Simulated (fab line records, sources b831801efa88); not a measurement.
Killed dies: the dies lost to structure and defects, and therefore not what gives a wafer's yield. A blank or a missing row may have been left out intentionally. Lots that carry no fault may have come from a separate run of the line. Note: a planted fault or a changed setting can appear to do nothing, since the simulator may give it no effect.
The same fault as seen by 2 desks | flow gf180mcu | each desk has only its own numbers; what lay behind them comes last

== TOOL OWNER'S DESK, pvd sputter-03 ==
The tool's own readings at GF_M3_SPUTTER_03 (material Ti, target thk 10 nm, time 6.7 s): means of the sampled wafers that have a number, for each lot that ran on this tool. The brackets show how far a lot's mean lies from the usual mean; more than 4 standard deviations puts the lot out of limits, marked OUT.
Columns: A = throttle valve pct at GF_M3_SPUTTER_03, usual 30.1 %
lot  | first seen here | A
L527 | day 20 03:44    | 30.8
L535 | day 23 11:53    | 29.5
L536 | day 23 23:22    | 29.9
Finding of this desk: none of the 3 lots has anything out of limits.

== AT THE METROLOGY DESK ==
Means of the sampled wafers that have a number, per lot and without regard to the tool the lot ran on: this is what the gauges read. The brackets show how far a lot's mean lies from the usual mean; more than 4 standard deviations puts the lot out of limits, marked OUT.
Columns: A = V2_W_RS at GF_V2_RS_MEAS_24, usual 0.332 ohm/sq; B = V2_W_THK at GF_V2_THK_MEAS_25, usual 341 nm
lot  | first seen here | A     | B
L527 | day 20 03:05    | 0.329 | 349
L534 | day 23 02:19    | 0.334 | 340
L535 | day 23 11:15    | 0.328 | 348
L536 | day 23 22:46    | 0.335 | 338
L539 | day 24 20:20    | 0.328 | 341
L545 | day 26 16:56    | 0.329 | 347
Finding of this desk: none of the 6 lots has anything out of limits.

== BROUGHT TOGETHER ==
The tool owner's desk saw nothing out of limits.
The metrology desk saw nothing out of limits.

== WHAT THE SIMULATOR PUT IN ==
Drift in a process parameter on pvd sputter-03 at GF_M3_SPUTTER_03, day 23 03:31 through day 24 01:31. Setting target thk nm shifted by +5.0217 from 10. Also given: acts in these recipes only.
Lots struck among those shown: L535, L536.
